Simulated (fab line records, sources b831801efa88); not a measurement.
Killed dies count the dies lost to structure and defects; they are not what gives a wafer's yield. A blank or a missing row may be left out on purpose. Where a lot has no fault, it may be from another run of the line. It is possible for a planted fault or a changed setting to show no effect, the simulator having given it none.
The same fault as seen by 2 desks :: flow sky130 :: each desk holds nothing but its own numbers, with what lay behind them at the end

FOR THE TOOL OWNER'S DESK: ilineStepper-02
The tool's own readings at SKY_SONOS_TUNNEL_EXPOSE_04 (exposes mask TUNM, target cd 410 nm): means of the sampled wafers that have a number, for each lot that ran on this tool. A lot is out of limits, marked OUT, if its mean lies more than 4 standard deviations from the usual mean; the brackets give that distance.
Columns: A = exposureDoseMJCm2 at SKY_SONOS_TUNNEL_EXPOSE_04, usual 136.01; B = reticleTempC at SKY_SONOS_TUNNEL_EXPOSE_04, usual 23.00 C; C = stageVelMmS at SKY_SONOS_TUNNEL_EXPOSE_04, usual 500.02 mm/s
lot: L693
first seen here: day 11 13:34
A: 136.11
B: 22.94
C: 500.45

lot: L695
first seen here: day 12 00:49
A: 136.02
B: 22.94
C: 499.96

lot: L698
first seen here: day 12 19:10
A: 135.98
B: 23.03
C: 499.78

lot: L702
first seen here: day 14 00:19
A: 121.42 (-99 or more) OUT
B: 22.98
C: 500.16

lot: L703
first seen here: day 14 08:49
A: 121.47 (-99 or more) OUT
B: 23.07
C: 500.09

lot: L707
first seen here: day 16 03:08
A: 126.78 (-66) OUT
B: 22.91
C: 499.82
This desk's verdict: out of limits on L702, L703, L707, starting with L702 at day 14 00:19 (exposureDoseMJCm2 at SKY_SONOS_TUNNEL_EXPOSE_04). L693, L695, L698 stayed within limits.

METROLOGY DESK
What the gauges read, lot by lot, whatever tool the lot ran on: means of the sampled wafers that have a number. A lot is out of limits, marked OUT, if its mean lies more than 4 standard deviations from the usual mean; the brackets give that distance.
Columns: A = VT_ADJUST_HVTR_TW at SKY_VT_ADJUST_HVTR_TW_MEAS_11, usual 212.0; B = cdNm at SKY_SONOS_TUNNEL_CD_MEAS_07, usual 409.5 nm; C = SONOS_ONO_OXIDATION_THK at SKY_SONOS_ONO_THK_MEAS_01, usual 2.60 nm; D = cdNm at SKY_SONOS_ONO_CD_MEAS_13, usual 410.3 nm
lot: L693
first seen here: day 10 02:19
A: 214.5
B: 407.9
C: 2.57
D: 409.5

lot: L695
first seen here: day 10 12:10
A: 210.7
B: 410.9
C: 2.56
D: 409.0

lot: L696
first seen here: day 10 20:08
A: 210.6
B: 410.7
C: 2.60
D: 406.9

lot: L698
first seen here: day 11 04:50
A: 213.5
B: 409.9
C: 2.62
D: 407.6

lot: L699
first seen here: day 11 11:43
A: 212.0
B: 409.9
C: 2.59
D: 409.4

lot: L702
first seen here: day 12 08:48
A: 210.3
B: 379.7 (-14) OUT
C: 2.53
D: 411.5

lot: L703
first seen here: day 12 17:40
A: 212.1
B: 373.2 (-17) OUT
C: 2.62
D: 410.6

lot: L707
first seen here: day 14 09:22
A: 212.2
B: 386.4 (-11) OUT
C: 2.60
D: 411.9

lot: L708
first seen here: day 14 12:52
A: 213.1
B: 406.9
C: 2.60
D: 412.2

lot: L710
first seen here: day 14 23:53
A: 213.5
B: 406.5
C: 2.66
D: 413.3

lot: L712
first seen here: day 16 02:17
A: 212.1
B: 410.3
C: 2.66
D: 411.3

lot: L713
first seen here: day 16 03:32
A: 214.6
B: 408.3
C: 2.64
D: 412.1

lot: L714
first seen here: day 16 06:59
A: 210.8
B: 409.6
C: 2.61
D: 414.4
This desk's verdict: out of limits on L702, L703, L707, starting with L702 at day 14 12:45 (cdNm at SKY_SONOS_TUNNEL_CD_MEAS_07). L693, L695, L696, L698, L699, L708, L710, L712, L713, L714 stayed within limits.

PUT TOGETHER
An alarm could have come from the tool owner's desk at day 14 00:19, on L702, L703, L707.
On L702, L703, L707, the metrology desk was in a position to raise an alarm at day 14 12:45.
All the named lots went through SKY_SONOS_TUNNEL_EXPOSE_04 on ilineStepper-02.

WHAT THE SIMULATOR HAD PUT IN
Process parameters drifting: ilineStepper-02 at SKY_SONOS_TUNNEL_EXPOSE_04, beginning at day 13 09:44. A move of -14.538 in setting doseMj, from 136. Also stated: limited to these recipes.
Struck lots among those shown: L702, L703, L707.
Counting hours from when the fault started, the first reading out of limits came at 15 for the tool owner's desk and at 27 for the metrology desk.
